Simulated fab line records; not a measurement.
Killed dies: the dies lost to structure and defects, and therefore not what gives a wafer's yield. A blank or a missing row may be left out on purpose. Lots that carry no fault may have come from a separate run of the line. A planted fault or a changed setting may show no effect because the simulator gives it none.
Which of the tools did it? / flow sky130 / 42 wafers from 14 lots sampled at 2 of the route's 708 steps

## WHAT THE GAUGES READ, wafer by wafer
SKY_CAPM_THK_MEAS_04: measures by xrf.
lot=L387; measured=day 37 02:40; on=filmMetro-01; CAPM_TIN_THK (nm)=199.3 198.7 201.0
lot=L388; measured=day 37 05:23; on=filmMetro-04; CAPM_TIN_THK (nm)=204.4 201.9 204.6
lot=L389; measured=day 37 19:50; on=filmMetro-01; CAPM_TIN_THK (nm)=203.6 204.3 206.8
lot=L390; measured=day 38 09:59; on=filmMetro-04; CAPM_TIN_THK (nm)=201.0 203.2 201.6
lot=L391; measured=day 38 10:34; on=filmMetro-01; CAPM_TIN_THK (nm)=200.8 200.5 201.1
lot=L392; measured=day 38 12:50; on=filmMetro-01; CAPM_TIN_THK (nm)=198.7 199.5 198.5
lot=L394; measured=day 39 05:05; on=filmMetro-01; CAPM_TIN_THK (nm)=203.7 202.7 202.6
lot=L395; measured=day 39 06:14; on=filmMetro-04; CAPM_TIN_THK (nm)=203.2 201.3 204.0
lot=L399; measured=day 40 11:37; on=filmMetro-03; CAPM_TIN_THK (nm)=204.4 203.9 202.4
lot=L402; measured=day 41 15:45; on=filmMetro-03; CAPM_TIN_THK (nm)=201.5 202.9 203.2
lot=L404; measured=day 42 10:14; on=filmMetro-03; CAPM_TIN_THK (nm)=202.0 201.8 200.8
lot=L406; measured=day 42 11:23; on=filmMetro-04; CAPM_TIN_THK (nm)=204.0 201.6 203.8
lot=L407; measured=day 42 18:29; on=filmMetro-01; CAPM_TIN_THK (nm)=200.5 201.6 203.0
lot=L408; measured=day 43 02:05; on=filmMetro-01; CAPM_TIN_THK (nm)=204.9 202.9 202.9

SKY_METAL3_CD_MEAS_13: the cd target is 300 nm.
lot=L387; measured=day 39 05:14; on=cdSem-01; cdNm (nm)=301.1 301.6 300.2
lot=L388; measured=day 39 07:35; on=cdSem-01; cdNm (nm)=300.7 299.2 299.0
lot=L389; measured=day 39 22:02; on=cdSem-01; cdNm (nm)=299.6 300.0 299.6
lot=L390; measured=day 40 11:50; on=cdSem-01; cdNm (nm)=299.0 298.2 298.9
lot=L391; measured=day 40 12:35; on=cdSem-01; cdNm (nm)=301.0 301.1 301.5
lot=L392; measured=day 40 15:18; on=cdSem-02; cdNm (nm)=300.1 298.7 300.1
lot=L394; measured=day 41 06:05; on=cdSem-02; cdNm (nm)=299.2 297.9 299.5
lot=L395; measured=day 41 07:23; on=cdSem-01; cdNm (nm)=299.7 300.9 300.3
lot=L399; measured=day 42 12:21; on=cdSem-02; cdNm (nm)=297.8 298.1 298.4
lot=L402; measured=day 43 14:34; on=cdSem-01; cdNm (nm)=300.0 298.1 299.0
lot=L404; measured=day 44 07:17; on=cdSem-02; cdNm (nm)=299.6 299.5 300.4
lot=L406; measured=day 44 10:23; on=cdSem-01; cdNm (nm)=300.7 300.3 299.7
lot=L407; measured=day 44 16:29; on=cdSem-01; cdNm (nm)=300.3 299.3 300.5
lot=L408; measured=day 44 22:59; on=cdSem-01; cdNm (nm)=299.1 298.6 300.3

## WHICH TOOL RAN EACH LOT (tool, then ch and the chambers of the sampled wafers, then the start)
Record: no process step prior to these readings.

## AS READ BY THE TOOLS THEMSELVES (means over the sampled wafers that have a number; for cases with no such wafer, the mark the record gives instead)
The record holds no such reading with a usual standard deviation.

## THE ANSWER, worked out from the rows above alone
Rule: what is usual is taken from the lots themselves. The widest of any qualifying gaps counts: lots, ordered by their means at a reading, are off when they make up no more than a third of the lots, leave a main group of 4 or more, and stand apart from it by 3 or more times the standard deviation of that group's means. A main group is skipped when, at the precision printed for the reading in the tables above, its means are all equal. Also off: a lot with no number at a reading for which 4 or more lots have one. Any other lot the step has rows for is counted as sound. First the gauges in route order, then the tools' own readings, where a lot's mean is used as printed above. The first step at which some lot is off is used, and at that step the reading that is off furthest; a lot without a number counts as furthest.
No lot is off at any reading shown: from this, nothing can be told.

## WHAT THE SIMULATOR PUT IN
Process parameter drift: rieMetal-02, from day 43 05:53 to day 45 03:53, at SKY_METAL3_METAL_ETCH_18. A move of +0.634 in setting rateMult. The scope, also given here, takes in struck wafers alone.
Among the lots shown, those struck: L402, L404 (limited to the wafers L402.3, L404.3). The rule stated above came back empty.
